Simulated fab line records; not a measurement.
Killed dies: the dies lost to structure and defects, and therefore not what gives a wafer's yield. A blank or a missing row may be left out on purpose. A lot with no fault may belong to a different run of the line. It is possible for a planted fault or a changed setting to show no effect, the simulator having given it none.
Chamber matching | flow sky130 | 4 sister chambers for SKY_VIA2_CMP_24 on cmp-01
The step polishes, stops on SiO2, t overpolish 20 s, target thk 0 nm. 4 wafers are shown with their chamber, then 7 later ones without.

WAFERS, EACH WITH ITS CHAMBER
wafer  | chamber | time-to-endpoint-s (s)
L709.5 | 3       | 101
L723.6 | 0       | 96
L725.2 | 1       | 97
L725.3 | 2       | 102

WAFERS WHOSE CHAMBER IS MISSING
wafer  | time-to-endpoint-s (s)
L725.4 | 102
L729.4 | 107
L729.5 | 105
L729.6 | 107
L731.2 | 101
L731.3 | 94
L731.5 | 101

THE CHAMBER EACH PASSED THROUGH
wafer  | from the rows above               | in truth
L725.4 | can't be placed: 2 or 3 or 1      | 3
L729.4 | can't be placed: 2 or 3 or 1 or 0 | 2
L729.5 | can't be placed: 2 or 3 or 1      | 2
L729.6 | can't be placed: 2 or 3 or 1 or 0 | 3
L731.2 | can't be placed: 3 or 2 or 1 or 0 | 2
L731.3 | can't be placed: 0 or 1 or 3      | 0
L731.5 | can't be placed: 3 or 2 or 1 or 0 | 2
0 of 7 placed correctly. Cannot be placed on the basis of these rows: 7; the candidates contain the true chamber in 7. Placed wrongly: 0.
How it was worked out, from the rows above alone: a wafer's distance from a chamber is the root of the sum, over the readings, of the square of ((its reading less the chamber's mean) divided by the reading's scatter). The wafer belongs to the nearest chamber; if the next one is less than 2 further off, it can't be placed. Each chamber's mean is taken over the wafers shown for it. The scatter: root of mean squared gap, hidden wafer to nearest shown wafer, with one shown wafer a chamber.
